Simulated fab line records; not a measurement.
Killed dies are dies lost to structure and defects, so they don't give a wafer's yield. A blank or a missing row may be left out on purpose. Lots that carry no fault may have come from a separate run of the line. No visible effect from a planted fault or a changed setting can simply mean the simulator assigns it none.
Which tool was responsible? || flow gf180mcu || 14 lots, 42 wafers sampled, at 3 steps of a route of 602

== WHAT THE GAUGES READ, wafer by wafer ==
GF_V4_RS_MEAS_24: measurement is done with a four-point probe. Usual: for V4_W_RS the level is 0.325 ohm/sq and the standard deviation is 0.0072.
{"lot": "L603", "measured": "day 24 09:49", "on": "filmMetro-04", "V4_W_RS (ohm/sq)": "0.325 0.324 0.324", "flag": ""}
{"lot": "L604", "measured": "day 24 16:31", "on": "filmMetro-01", "V4_W_RS (ohm/sq)": "0.326 0.314 0.313", "flag": ""}
{"lot": "L605", "measured": "day 24 22:59", "on": "filmMetro-01", "V4_W_RS (ohm/sq)": "0.330 0.338 0.337", "flag": ""}
{"lot": "L606", "measured": "day 25 12:22", "on": "filmMetro-03", "V4_W_RS (ohm/sq)": "0.328 0.325 0.327", "flag": ""}
{"lot": "L607", "measured": "day 25 20:01", "on": "filmMetro-03", "V4_W_RS (ohm/sq)": "0.321 0.323 0.318", "flag": ""}
{"lot": "L615", "measured": "day 28 06:44", "on": "filmMetro-01", "V4_W_RS (ohm/sq)": "0.315 0.321 0.317", "flag": ""}
{"lot": "L616", "measured": "day 28 15:05", "on": "filmMetro-03", "V4_W_RS (ohm/sq)": "0.316 0.314 0.327", "flag": ""}
{"lot": "L618", "measured": "day 29 08:39", "on": "filmMetro-03", "V4_W_RS (ohm/sq)": "0.322 0.313 0.311", "flag": ""}
{"lot": "L620", "measured": "day 29 21:53", "on": "filmMetro-03", "V4_W_RS (ohm/sq)": "0.328 0.326 0.330", "flag": ""}
{"lot": "L621", "measured": "day 30 01:07", "on": "filmMetro-04", "V4_W_RS (ohm/sq)": "0.334 0.330 0.329", "flag": ""}
{"lot": "L622", "measured": "day 30 06:29", "on": "filmMetro-01", "V4_W_RS (ohm/sq)": "0.319 0.321 0.317", "flag": ""}
{"lot": "L623", "measured": "day 30 20:45", "on": "filmMetro-01", "V4_W_RS (ohm/sq)": "0.329 0.329 0.327", "flag": ""}
{"lot": "L624", "measured": "day 31 00:19", "on": "filmMetro-04", "V4_W_RS (ohm/sq)": "0.331 0.335 0.328", "flag": ""}
{"lot": "L626", "measured": "day 31 10:48", "on": "filmMetro-03", "V4_W_RS (ohm/sq)": "0.332 0.332 0.332", "flag": ""}

== WHICH TOOL RAN EACH LOT (tool, then ch and the chambers of the sampled wafers, then the start) ==
{"lot": "L603", "GF_V1_CVD_23": "cvdW-02 ch 0,1, day 18 04:32", "GF_V4_SPUTTER_22": "pvdSputter-03, day 24 09:40"}
{"lot": "L604", "GF_V1_CVD_23": "cvdW-01 ch 0,1, day 18 11:08", "GF_V4_SPUTTER_22": "pvdSputter-04, day 24 16:22"}
{"lot": "L605", "GF_V1_CVD_23": "cvdW-02 ch 0,1, day 18 18:35", "GF_V4_SPUTTER_22": "pvdSputter-03, day 24 22:50"}
{"lot": "L606", "GF_V1_CVD_23": "cvdW-02 ch 0,1, day 19 09:51", "GF_V4_SPUTTER_22": "pvdSputter-04, day 25 12:12"}
{"lot": "L607", "GF_V1_CVD_23": "cvdW-02 ch 0,1, day 19 17:38", "GF_V4_SPUTTER_22": "pvdSputter-04, day 25 19:52"}
{"lot": "L615", "GF_V1_CVD_23": "cvdW-02 ch 1, day 22 12:25", "GF_V4_SPUTTER_22": "pvdSputter-02, day 28 06:34"}
{"lot": "L616", "GF_V1_CVD_23": "cvdW-01 ch 0,1, day 23 01:35", "GF_V4_SPUTTER_22": "pvdSputter-04, day 28 14:54"}
{"lot": "L618", "GF_V1_CVD_23": "cvdW-01 ch 0,1, day 23 16:59", "GF_V4_SPUTTER_22": "pvdSputter-04, day 29 08:30"}
{"lot": "L620", "GF_V1_CVD_23": "cvdW-02 ch 1, day 24 08:46", "GF_V4_SPUTTER_22": "pvdSputter-02, day 29 21:44"}
{"lot": "L621", "GF_V1_CVD_23": "cvdW-02 ch 1, day 24 15:18", "GF_V4_SPUTTER_22": "pvdSputter-02, day 30 00:58"}
{"lot": "L622", "GF_V1_CVD_23": "cvdW-01 ch 0,1, day 24 21:54", "GF_V4_SPUTTER_22": "pvdSputter-02, day 30 06:20"}
{"lot": "L623", "GF_V1_CVD_23": "cvdW-02 ch 0,1, day 25 13:38", "GF_V4_SPUTTER_22": "pvdSputter-02, day 30 20:36"}
{"lot": "L624", "GF_V1_CVD_23": "cvdW-02 ch 0,1, day 25 19:37", "GF_V4_SPUTTER_22": "pvdSputter-04, day 31 00:08"}
{"lot": "L626", "GF_V1_CVD_23": "cvdW-02 ch 0,1, day 26 05:24", "GF_V4_SPUTTER_22": "pvdSputter-04, day 31 10:39"}
- GF_V1_CVD_23: deposits W, target thk 350 nm, time 105.05 s.
- GF_V4_SPUTTER_22: material TiN, target thk 10 nm, time 40 s.

== AS READ BY THE TOOLS THEMSELVES (means over the sampled wafers that have a number; for cases with no such wafer, the mark the record gives instead) ==
GF_V1_CVD_23. Usual: chamberPressureTorr 40.00 Torr, standard deviation 0.091; heaterPowerW 763 W, standard deviation 100.
{"lot": "L603", "tool": "cvdW-02", "chamberPressureTorr (Torr)": 39.98, "heaterPowerW (W)": 751, "flag": ""}
{"lot": "L604", "tool": "cvdW-01", "chamberPressureTorr (Torr)": 40.02, "heaterPowerW (W)": 822, "flag": ""}
{"lot": "L605", "tool": "cvdW-02", "chamberPressureTorr (Torr)": 40.06, "heaterPowerW (W)": 753, "flag": ""}
{"lot": "L606", "tool": "cvdW-02", "chamberPressureTorr (Torr)": 42.19, "heaterPowerW (W)": 699, "flag": "OFF"}
{"lot": "L607", "tool": "cvdW-02", "chamberPressureTorr (Torr)": 42.12, "heaterPowerW (W)": 703, "flag": "OFF"}
{"lot": "L615", "tool": "cvdW-02", "chamberPressureTorr (Torr)": 39.99, "heaterPowerW (W)": 645, "flag": ""}
{"lot": "L616", "tool": "cvdW-01", "chamberPressureTorr (Torr)": 40.00, "heaterPowerW (W)": 838, "flag": ""}
{"lot": "L618", "tool": "cvdW-01", "chamberPressureTorr (Torr)": 40.03, "heaterPowerW (W)": 881, "flag": ""}
{"lot": "L620", "tool": "cvdW-02", "chamberPressureTorr (Torr)": 39.95, "heaterPowerW (W)": 662, "flag": ""}
{"lot": "L621", "tool": "cvdW-02", "chamberPressureTorr (Torr)": 39.97, "heaterPowerW (W)": 642, "flag": ""}
{"lot": "L622", "tool": "cvdW-01", "chamberPressureTorr (Torr)": 40.09, "heaterPowerW (W)": 859, "flag": ""}
{"lot": "L623", "tool": "cvdW-02", "chamberPressureTorr (Torr)": 39.86, "heaterPowerW (W)": 752, "flag": ""}
{"lot": "L624", "tool": "cvdW-02", "chamberPressureTorr (Torr)": 40.03, "heaterPowerW (W)": 706, "flag": ""}
{"lot": "L626", "tool": "cvdW-02", "chamberPressureTorr (Torr)": 39.96, "heaterPowerW (W)": 761, "flag": ""}

GF_V4_SPUTTER_22. Usual: cathodeDcPowerW 4000.0 W, standard deviation 0.81; throttleValvePct 30.1 %, standard deviation 0.85.
{"lot": "L603", "tool": "pvdSputter-03", "cathodeDcPowerW (W)": 3999.1, "throttleValvePct (%)": 29.9, "flag": ""}
{"lot": "L604", "tool": "pvdSputter-04", "cathodeDcPowerW (W)": 4000.2, "throttleValvePct (%)": 30.3, "flag": ""}
{"lot": "L605", "tool": "pvdSputter-03", "cathodeDcPowerW (W)": 3999.7, "throttleValvePct (%)": 29.9, "flag": ""}
{"lot": "L606", "tool": "pvdSputter-04", "cathodeDcPowerW (W)": 4000.1, "throttleValvePct (%)": 30.0, "flag": ""}
{"lot": "L607", "tool": "pvdSputter-04", "cathodeDcPowerW (W)": 4000.4, "throttleValvePct (%)": 30.0, "flag": ""}
{"lot": "L615", "tool": "pvdSputter-02", "cathodeDcPowerW (W)": 3999.8, "throttleValvePct (%)": 30.1, "flag": ""}
{"lot": "L616", "tool": "pvdSputter-04", "cathodeDcPowerW (W)": 4000.4, "throttleValvePct (%)": 30.1, "flag": ""}
{"lot": "L618", "tool": "pvdSputter-04", "cathodeDcPowerW (W)": 3999.9, "throttleValvePct (%)": 30.6, "flag": ""}
{"lot": "L620", "tool": "pvdSputter-02", "cathodeDcPowerW (W)": 4000.0, "throttleValvePct (%)": 30.4, "flag": ""}
{"lot": "L621", "tool": "pvdSputter-02", "cathodeDcPowerW (W)": 3999.3, "throttleValvePct (%)": 29.5, "flag": ""}
{"lot": "L622", "tool": "pvdSputter-02", "cathodeDcPowerW (W)": 4000.1, "throttleValvePct (%)": 29.9, "flag": ""}
{"lot": "L623", "tool": "pvdSputter-02", "cathodeDcPowerW (W)": 4000.3, "throttleValvePct (%)": 30.1, "flag": ""}
{"lot": "L624", "tool": "pvdSputter-04", "cathodeDcPowerW (W)": 3998.9, "throttleValvePct (%)": 30.1, "flag": ""}
{"lot": "L626", "tool": "pvdSputter-04", "cathodeDcPowerW (W)": 4000.2, "throttleValvePct (%)": 30.0, "flag": ""}

== THE ANSWER, worked out from the rows above alone ==
Rule: lot off if the mean of its wafers having a number is beyond 3 standard deviations from the usual mean. A lot without any number at a reading at which 4 lots or more have one is off too. Where the step has rows for the other lots, those lots are counted as sound. Order of review: gauges by route order, followed by the tools' own readings, for which a lot's mean as printed above is used. The first step at which some lot is off is used, and at that step the reading that is off furthest; a lot without a number counts as furthest.
Off: L606, L607, at GF_V1_CVD_23 (chamberPressureTorr).
If a tool, at that step or one of the process steps before it, ran each lot that is off and ran no sound lot following the first of them, it fits. No candidate that was tried fits.

== WHAT THE SIMULATOR HAD INSERTED ==
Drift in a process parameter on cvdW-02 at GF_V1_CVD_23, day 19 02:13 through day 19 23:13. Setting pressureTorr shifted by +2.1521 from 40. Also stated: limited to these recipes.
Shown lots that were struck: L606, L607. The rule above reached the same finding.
